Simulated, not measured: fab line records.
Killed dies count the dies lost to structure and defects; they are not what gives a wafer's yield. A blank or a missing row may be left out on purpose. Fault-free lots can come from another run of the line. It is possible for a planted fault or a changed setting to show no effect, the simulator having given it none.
Split-lot trial | flow gf180mcu | on a route of 602 steps: 5 lots, 23 wafers read

## THE SPLIT
At GF_V3_CVD_00 (deposits SiO2, target thk 600 nm, time 100 s), the setting sih4_flow_sccm was moved away from the recipe's 60 sccm on 9 of the 23 wafers read, by -5.2% to +6.0%. All remaining wafers had this setting at the recipe value.

No step appears in the file between the split and the reading.

## THE READING
V3_CVD_00_THK (nm), taken at GF_V3_THK_MEAS_01. On this fab line, fault-free wafers typically give 595 nm with a standard deviation of 6.2 nm.

wafer  | tool, chamber at the split | sih4_flow_sccm as run, sccm | against the recipe | V3_CVD_00_THK, nm | against lot-mates on the recipe
L075.1 | hdpcvd-02, 0               | 60                          | recipe             | 595               | -
L075.4 | hdpcvd-02, 0               | 60                          | recipe             | 596               | -
L075.6 | hdpcvd-02, 1               | 60                          | recipe             | 600               | -
L077.1 | hdpcvd-01, 1               | 60                          | recipe             | 605               | -
L077.2 | hdpcvd-01, 2               | 60                          | recipe             | 596               | -
L077.3 | hdpcvd-01, 0               | 60                          | recipe             | 605               | -
L077.5 | hdpcvd-01, 2               | 60                          | recipe             | 591               | -
L077.6 | hdpcvd-01, 0               | 60                          | recipe             | 598               | -
L078.1 | hdpcvd-01, 1               | 56.85                       | -5.2%              | 553               | -34
L078.2 | hdpcvd-01, 0               | 56.85                       | -5.2%              | 568               | -19
L078.3 | hdpcvd-01, 2               | 60                          | recipe             | 587               | -
L078.4 | hdpcvd-01, 2               | 56.85                       | -5.2%              | 558               | -29
L078.6 | hdpcvd-01, 0               | 60                          | recipe             | 587               | -
L079.1 | hdpcvd-01, 0               | 63.4                        | +5.7%              | 638               | +40
L079.2 | hdpcvd-01, 2               | 60                          | recipe             | 596               | -
L079.3 | hdpcvd-01, 1               | 60                          | recipe             | 600               | -
L079.4 | hdpcvd-01, 2               | 63.4                        | +5.7%              | 627               | +29
L079.5 | hdpcvd-01, 1               | 63.4                        | +5.7%              | 645               | +47
L083.2 | hdpcvd-01, 1               | 60                          | recipe             | 595               | -
L083.3 | hdpcvd-01, 0               | 63.58                       | +6.0%              | 636               | +42
L083.4 | hdpcvd-01, 2               | 60                          | recipe             | 592               | -
L083.5 | hdpcvd-01, 0               | 63.58                       | +6.0%              | 634               | +40
L083.6 | hdpcvd-01, 1               | 63.58                       | +6.0%              | 629               | +36

THE FIT
A straight line over all 23 wafers: V3_CVD_00_THK changes by +6.76 nm for each +1% of sih4_flow_sccm; r = +0.97; the points scatter about the line by 6 nm.
The same after taking each lot's own level away (the mean of its wafers on the recipe; 23 wafers): +6.18 nm for each +1%; r = +0.97; scatter 5.2 nm.
According to that fit, moving sih4_flow_sccm by its largest amount changes the reading by 37 nm.
The lots' own levels span 587.0 to 599.0 nm, that is 1.9 times the standard deviation above.
The two slopes agree, so the slope changes little with the lot-to-lot level.
Check: with one of the wafers moved furthest among these (+6.0%) left out of the fit, the line predicts +37.7 nm for it against its lot-mates. It came out at +42.5 nm against them.

## THESE WAFERS: OTHER SPLITS
Note: prior to the reading, these wafers also went through further splits. Each is held against what the fit with the lots' levels taken away leaves over:
other split on the same wafers | wafers away from the commonest value | r with V3_CVD_00_THK (lot level and that fit taken away)
GF_V2_PEB_12 peb_time_s        | 7                                    | +0.01
GF_M3_SPUTTER_04 power_w       | 8                                    | -0.20
GF_M3_COAT_09 resist_thk_nm    | 6                                    | +0.21

## THE WHOLE CHAIN: every reading that the file lists as answering this split, in the file's order
step              | what it does                                 | reading                                                                   | change (the file's fit)              | r (the file's)
GF_V3_CVD_00      | deposits SiO2, target thk 600 nm, time 100 s | SiO2_of_V3_CVD_00.thk_nm (the simulator's own value, which no gauge read) | +6.27 nm for each +1% of the setting | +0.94
GF_V3_THK_MEAS_01 |                                              | V3_CVD_00_THK                                                             | +6.26 for each +1% of the setting    | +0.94

## FILE'S OWN FIT
V3_CVD_00_THK changes by +6.26 nm for each +1% of sih4_flow_sccm, r = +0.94.
